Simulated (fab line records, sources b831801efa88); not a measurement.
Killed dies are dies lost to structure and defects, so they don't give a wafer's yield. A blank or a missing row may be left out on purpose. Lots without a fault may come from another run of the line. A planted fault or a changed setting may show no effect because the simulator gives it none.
A struck lot beside a sound one | flow gf180mcu | 16 steps out of a route of 602
Sound: wafers L886.2, L886.5, L886.6. Struck: wafers L892.1, L892.2, L892.4. The cause comes at the end.
At each step with rows: each side's tool, then ch and its chambers, then its first start. Under that, the readings that differ: sound wafers | struck wafers | difference of the means | sigmas: that difference in standard deviations of wafers without a fault.
alike: readings whose means differ by less than 2 such deviations, and words and numbers that are the same on both sides. not compared: withheld readings, readings that some wafer has no value for, bounds like >300 that may hide the same value, and numbers for which the record gives no deviation and whose values overlap.
The two part at a step that has a row with sigmas, a row that says differs or no value, or rows on one side only. Numbers that don't overlap but have no deviation are shown without sigmas and don't part them. A reading that every wafer of one side lacks parts them only if that side has two wafers or more.

first, 3 steps without rows for these wafers: GF_V5_EXPOSE_11 (exposes mask Via5, target cd 260 nm); GF_V5_PEB_12 (peb time 90 s); GF_V5_DEVELOP_13 (develop time 60 s).
GF_V5_CD_MEAS_14: target cd 260 nm.
  sound on cd_sem-02, day 29 23:53; struck on cd_sem-02, day 31 13:10
  alike: cd_nm
GF_V5_OVL_MEAS_15:
  sound on overlay-01, day 29 23:59; struck on overlay-01, day 31 13:17
  alike: V5_OVL
GF_V5_ETCH_16: etches BARC in N2/H2.
  sound on rie_diel-01 ch 1,2,3, day 30 00:01; struck on rie_diel-03 ch 1,2,3, day 31 13:20
  alike: drypump_motor_current_A, oes_product_au, throttle_valve_pct
GF_V5_ETCH_17: etches SiO2 in C4F8/O2/Ar, stops on TiN, target depth 855 nm.
  sound on rie_diel-01 ch 1,2,3; struck on rie_diel-03 ch 1,2,3
  alike: oes_product_au
GF_V5_STRIP_18: strips in O2/N2.
  sound on plasma_asher-02 ch 0,1, day 30 00:10; struck on plasma_asher-02 ch 0,1, day 31 13:29
  alike: drypump_motor_current_A, heater_power_w, oes_product_au
  not compared: rf_hours_counter_h
then, 2 steps without rows for these wafers: GF_V5_STRIP_19 (strips in post etch residue remover, time 1200 s); GF_V5_CLEAN_20 (cleans in DIW).
GF_V5_SPUTTER_21: material Ti, target thk 15 nm, time 80.02 s.
  sound on pvd_sputter-04, day 30 00:42; struck on pvd_sputter-01, day 31 14:01
  alike: substrate_temp_c, throttle_valve_pct
GF_V5_SPUTTER_22: material TiN, target thk 10 nm, time 40 s.
  sound on pvd_sputter-04, day 30 00:46; struck on pvd_sputter-01, day 31 14:05
  alike: throttle_valve_pct
GF_V5_CVD_23: deposits W, target thk 350 nm, time 104.9 s.
  sound on cvd_w-02 ch 0,1, day 30 00:48; struck on cvd_w-01 ch 0,1, day 31 14:07
  no value came back on the struck wafers for chamber_pressure_Torr (Torr), heater_power_outer_w (W), heater_power_w (W), time_s (s); on the sound wafers chamber_pressure_Torr (Torr) reads 40.06 39.87 40.01
  not compared: since_wet_clean_h
GF_V5_RS_MEAS_24: measures by four-point-probe.
  sound on film_metro-01, day 30 00:56; struck on film_metro-01, day 31 14:14
  reading          | sound             | struck               | difference | sigmas
  V5_W_RS (ohm/sq) | 0.333 0.328 0.330 | 43.110 43.134 42.917 | +42.723    | +99 or more
GF_V5_THK_MEAS_25: measures by xrf.
  sound on film_metro-01, day 30 01:02; struck on film_metro-01, day 31 14:21
  reading       | sound       | struck   | difference | sigmas
  V5_W_THK (nm) | 361 366 365 | <0 <0 <0 | differs    |
GF_V5_CMP_26: polishes, stops on SiO2, t overpolish 15 s, target thk 0 nm.
  sound on cmp-01 ch 0,2,3, day 30 01:11; struck on cmp-02 ch 0,1,3, day 31 14:25
  reading                | sound          | struck      | difference | sigmas
  time_to_endpoint_s (s) | 88.7 83.1 79.6 | 0.9 0.3 1.0 | -83.1      | -31
  alike: motor_current_A

WHERE THEY PART
First at GF_V5_CVD_23; last, within this record, at GF_V5_CMP_26.

WHY: what the simulator had put in
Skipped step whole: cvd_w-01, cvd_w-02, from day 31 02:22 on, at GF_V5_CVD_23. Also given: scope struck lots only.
